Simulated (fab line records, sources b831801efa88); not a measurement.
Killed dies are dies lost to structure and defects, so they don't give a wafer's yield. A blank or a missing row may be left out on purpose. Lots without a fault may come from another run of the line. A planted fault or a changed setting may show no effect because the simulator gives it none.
A struck lot beside a sound one | flow sky130 | 14 steps out of a route of 708
Sound: wafers L126.4, L126.5, L126.6. Struck: wafers L129.2, L129.4, L129.6. The cause comes at the end.
At each step with rows: each side's tool, then ch and its chambers, then its first start. Under that, the readings that differ: sound wafers | struck wafers | difference of the means | sigmas: that difference in standard deviations of wafers without a fault.
alike: readings whose means differ by less than 2 such deviations, and words and numbers that are the same on both sides. not compared: withheld readings, readings that some wafer has no value for, bounds like >300 that may hide the same value, and numbers for which the record gives no deviation and whose values overlap.
The two part at a step that has a row with sigmas, a row that says differs or no value, or rows on one side only. Numbers that don't overlap but have no deviation are shown without sigmas and don't part them. A reading that every wafer of one side lacks parts them only if that side has two wafers or more.

first, 6 steps without rows for these wafers: SKY_METAL3_COAT_07 (resist thk 60 nm); SKY_METAL3_COAT_08 (resist thk 1140 nm); SKY_METAL3_SOFTBAKE_09 (time 90 s); SKY_METAL3_EXPOSE_10 (exposes mask MM3, target cd 300 nm); SKY_METAL3_PEB_11; SKY_METAL3_DEVELOP_12 (develop time 60 s).
SKY_METAL3_CD_MEAS_13: target cd 300 nm.
  sound on cd_sem-02, day 40 13:13; struck on cd_sem-02, day 41 07:01
  alike: cd_nm
SKY_METAL3_OVL_MEAS_14:
  sound on overlay-01, day 40 13:17; struck on overlay-01, day 41 07:08
  alike: METAL3_OVL
SKY_METAL3_DESCUM_15: chemistry O2, time 8 s.
  sound on rie_metal-01 ch 0,1, day 40 13:19; struck on rie_metal-03 ch 0, day 41 07:10
  alike: drypump_motor_current_A, oes_product_au, rf_fwd_power_W
  not compared: rf_hours_counter_h
SKY_METAL3_ETCH_16: etches BARC in N2/H2, stops on SiO2, time 88.2 s, target depth 60 nm.
  sound on rie_metal-01 ch 0,1, day 40 13:22; struck on rie_metal-03 ch 0, day 41 07:11
  reading            | sound             | struck            | difference | sigmas
  rf_fwd_power_W (W) | 494.2 495.2 498.2 | 498.3 501.1 498.5 | +3.4       | +2
  alike: drypump_motor_current_A, oes_product_au, throttle_valve_pct
  not compared: rf_hours_counter_h
SKY_METAL3_ETCH_17: etches SiO2 in C4F8/O2/Ar, stops on TiN, time 3.9 s, target depth 15 nm.
  sound on rie_diel-02 ch 0,2,3, day 40 13:26; struck on rie_diel-01 ch 0,3, day 41 07:17
  reading               | sound             | struck            | difference | sigmas
  oes_product_au (a.u.) | 0.761 0.753 0.765 | 0.739 0.738 0.754 | -0.016     | -2
  alike: rf_fwd_power_W
SKY_METAL3_METAL_ETCH_18: etches the open film in Cl2/BCl3, stops on SiO2, target depth 845 nm, time 183.1 s.
  sound on rie_metal-03 ch 0,1, day 40 13:31; struck on rie_metal-04 ch 0,1, day 41 07:19
  alike: drypump_motor_current_A, oes_product_au, rf_fwd_power_W, throttle_valve_pct
  not compared: rf_hours_counter_h
SKY_METAL3_STRIP_19: strips in O2/N2.
  sound on plasma_asher-04 ch 0,1, day 40 13:40; struck on plasma_asher-04 ch 1, day 41 07:29
  no value came back on the struck wafers for chamber_pressure_mTorr (mTorr), drypump_motor_current_A (A), oes_product_au (a.u.), strip_time_to_endpoint_s (s); on the sound wafers chamber_pressure_mTorr (mTorr) reads 1500.2 1500.0 1499.3
  reading                                       | sound | struck            | difference | sigmas
  model.KrF-thick_of_METAL3_COAT_08.thk_nm (nm) | 0 0 0 | 519.4 527.7 524.2 | +523.8     |
  not compared: rf_hours_counter_h
then, 1 step without rows for these wafers: SKY_METAL3_STRIP_20 (strips in post etch residue remover, time 1200 s).

WHERE THEY PART
First at SKY_METAL3_ETCH_16; last, within this record, at SKY_METAL3_STRIP_19.

WHY: what the simulator had put in
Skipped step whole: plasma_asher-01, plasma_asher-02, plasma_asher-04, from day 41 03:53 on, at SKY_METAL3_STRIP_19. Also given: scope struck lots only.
